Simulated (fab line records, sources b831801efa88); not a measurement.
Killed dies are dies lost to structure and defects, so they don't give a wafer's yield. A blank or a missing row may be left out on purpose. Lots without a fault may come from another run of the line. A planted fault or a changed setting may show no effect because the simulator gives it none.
A struck lot beside a sound one | flow sky130 | 17 steps out of a route of 708
Sound: wafers L134.1, L134.3, L134.4. Struck: wafers L137.1, L137.3, L137.6. The cause comes at the end.
At each step with rows: each side's tool, then ch and its chambers, then its first start. Under that, the readings that differ: sound wafers | struck wafers | difference of the means | sigmas: that difference in standard deviations of wafers without a fault.
alike: readings whose means differ by less than 2 such deviations, and words and numbers that are the same on both sides. not compared: withheld readings, readings that some wafer has no value for, bounds like >300 that may hide the same value, and numbers for which the record gives no deviation and whose values overlap.
The two part at a step that has a row with sigmas, a row that says differs or no value, or rows on one side only. Numbers that don't overlap but have no deviation are shown without sigmas and don't part them. A reading that every wafer of one side lacks parts them only if that side has two wafers or more.

first, 1 step without rows for these wafers: SKY_VT_ADJUST_LVTN_IMPLANT_19.
SKY_VT_ADJUST_LVTN_STRIP_20: strips in O2/N2.
  sound on plasma_asher-02 ch 0,1, day 9 18:10; struck on plasma_asher-02 ch 0,1, day 10 13:37
  reading                      | sound             | struck            | difference | sigmas
  strip_time_to_endpoint_s (s) | 14.22 14.27 14.23 | 14.12 14.18 14.12 | -0.10      | -2
  alike: drypump_motor_current_A, oes_product_au
  not compared: rf_hours_counter_h
SKY_VT_ADJUST_LVTN_TW_MEAS_21:
  sound on film_metro-03, day 9 18:23; struck on film_metro-01, day 10 13:43
  alike: VT_ADJUST_LVTN_2_TW
then, 7 steps without rows for these wafers: SKY_VT_ADJUST_NCORE_DEHYDRATE_00 (time 60 s); SKY_VT_ADJUST_NCORE_HMDS_01 (prime time 60 s); SKY_VT_ADJUST_NCORE_COAT_02 (resist thk 1140 nm); SKY_VT_ADJUST_NCORE_SOFTBAKE_03 (time 60 s); SKY_VT_ADJUST_NCORE_EXPOSE_04 (exposes mask LVTN COMPLEMENT THIN, target cd 380 nm); SKY_VT_ADJUST_NCORE_PEB_05; SKY_VT_ADJUST_NCORE_DEVELOP_06 (develop time 60 s).
SKY_VT_ADJUST_NCORE_CD_MEAS_07: target cd 380 nm.
  sound on cd_sem-02, day 10 16:10; struck on cd_sem-02, day 11 13:34
  alike: cd_nm
SKY_VT_ADJUST_NCORE_OVL_MEAS_08:
  sound on overlay-02, day 10 16:17; struck on overlay-01, day 11 13:41
  alike: VT_ADJUST_NCORE_OVL
SKY_VT_ADJUST_NCORE_IMPLANT_09:
  sound on implanter-03 ch 0, day 10 16:20; struck on implanter-03 ch 0, day 11 14:02
SKY_VT_ADJUST_NCORE_STRIP_10: strips in O2/N2.
  sound on plasma_asher-03 ch 0,1, day 10 16:29; struck on plasma_asher-02 ch 0, day 11 14:11
  reading                      | sound             | struck            | difference | sigmas
  strip_time_to_endpoint_s (s) | 14.11 14.13 14.12 | 14.22 14.27 14.23 | +0.12      | +3
  alike: drypump_motor_current_A, oes_product_au
  not compared: rf_hours_counter_h
SKY_VT_ADJUST_NCORE_TW_MEAS_11:
  sound on film_metro-03, day 10 16:35; struck on film_metro-01, day 11 14:35
  reading            | sound             | struck            | difference | sigmas
  VT_ADJUST_NCORE_TW | 219.7 219.7 220.6 | 272.7 271.9 273.3 | +52.6      | +22
then, 1 step without rows for these wafers: SKY_VT_ADJUST_HVTR_DEHYDRATE_00 (time 60 s).
-- the record jumps here: 37 days lie between the struck wafers' starts before and after (it left off in module VT_ADJUST_HVTR and takes up again in module PAD_OPEN, whose first step shown is number 708 of the route) --
SKY_PAD_OPEN_PROBE_99:
  sound on prober-01, day 47 16:24; struck on prober-02, day 48 09:49
  alike: killed_at_M0_to_M3, killed_at_M4_up, killed_at_contacts, killed_at_front_end, killed_at_other, killed_dies, killed_on_rim, killed_open, killed_short

WHERE THEY PART
First at SKY_VT_ADJUST_LVTN_STRIP_20; last, within this record, at SKY_VT_ADJUST_NCORE_TW_MEAS_11. Later steps at which nothing parts them and some readings are alike: SKY_PAD_OPEN_PROBE_99.

WHY: what the simulator had put in
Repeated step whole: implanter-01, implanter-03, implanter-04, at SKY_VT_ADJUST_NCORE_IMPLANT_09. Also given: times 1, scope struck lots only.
